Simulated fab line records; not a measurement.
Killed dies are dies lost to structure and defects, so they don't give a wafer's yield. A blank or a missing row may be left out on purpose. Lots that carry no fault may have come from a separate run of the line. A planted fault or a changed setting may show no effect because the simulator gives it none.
A struck lot beside a sound one ; flow sky130 ; 17 out of 708 route steps
Sound: the wafers L992.2, L992.3, L992.5. Wafers struck: L102.2, L102.3, L102.6. Last of all comes the cause.
For every step that has rows: the tool of each side, followed by ch and its chambers, followed by its first start. Under that, the readings that differ: sound wafers ; struck wafers ; difference of the means ; sigmas: that difference in standard deviations of wafers without a fault.
alike: readings with means less than 2 such deviations apart, plus words and numbers identical on both sides. not compared: withheld readings, readings lacking a value on some wafer, bounds such as >300 that could conceal the same value, and numbers that have no deviation in the record and whose values overlap.
A row with sigmas, a row that says differs or no value, or rows on one side alone: a step with any of these is where the two part. Non-overlapping numbers with no deviation appear without sigmas and do not part them. A reading that every wafer of one side lacks parts them only if that side has two wafers or more.

SKY_LDD_HVP_STRIP_09: strips in O2/N2.
  sound on plasmaAsher-02 ch 0,1, day 24 06:00; struck on plasmaAsher-01 ch 0,1, day 27 12:23
  alike: drypumpMotorCurrentA, oesProductAu, stripTimeToEndpointS
  not compared: rfHoursCounterH
SKY_LDD_HVP_TW_MEAS_10:
  sound on filmMetro-01, day 24 06:07; struck on filmMetro-04, day 27 12:29
reading;sound;struck;difference;sigmas
LDD_HVP_TW;458 458 454;444 446 444;-12;-2
then, 7 steps without rows for these wafers: SKY_LDD_LDN_DEHYDRATE_00 (time 60 s); SKY_LDD_LDN_HMDS_01 (prime time 60 s); SKY_LDD_LDN_COAT_02 (resist thk 1140 nm); SKY_LDD_LDN_SOFTBAKE_03 (time 60 s); SKY_LDD_LDN_EXPOSE_04 (exposes mask LDNTM, target cd 700 nm); SKY_LDD_LDN_PEB_05; SKY_LDD_LDN_DEVELOP_06 (develop time 60 s).
SKY_LDD_LDN_OVL_MEAS_07:
  sound on overlay-01, day 25 11:43; struck on overlay-02, day 28 16:40
  alike: LDD_LDN_OVL
then, 2 steps without rows for these wafers: SKY_LDD_LDN_IMPLANT_08; SKY_LDD_LDN_IMPLANT_09.
SKY_LDD_LDN_IMPLANT_10:
  struck on implanter-03, day 28 17:01; sound on implanter-03 ch 0, day 25 12:04
  no value came back on the struck wafers for beamEnergyKeV, beamOnS (s), faradayCurrentUA; on the sound wafers beamEnergyKeV reads 14.998 14.996 14.996
next, for these wafers, 1 step has no rows: SKY_LDD_LDN_IMPLANT_11.
SKY_LDD_LDN_STRIP_12: strips in O2/N2.
  sound on plasmaAsher-01 ch 0,1, day 25 12:20; struck on plasmaAsher-02 ch 0,1, day 28 17:17
  alike: drypumpMotorCurrentA, oesProductAu, stripTimeToEndpointS
  not compared: rfHoursCounterH
SKY_LDD_LDN_TW_MEAS_13:
  sound on filmMetro-03, day 25 12:27; struck on filmMetro-04, day 28 17:24
reading;sound;struck;difference;sigmas
LDD_LDN_TW;1455 1466 1458;1324 1320 1322;-138;-13
then, 1 step without rows for these wafers: SKY_LDD_LDN_CLEAN_14 (cleans in SC1/SC2, time 150 s).

## WHERE THEY PART
Earliest at SKY_LDD_HVP_TW_MEAS_10; latest, in this record, at SKY_LDD_LDN_TW_MEAS_13.

WHY: whatever the simulator had introduced
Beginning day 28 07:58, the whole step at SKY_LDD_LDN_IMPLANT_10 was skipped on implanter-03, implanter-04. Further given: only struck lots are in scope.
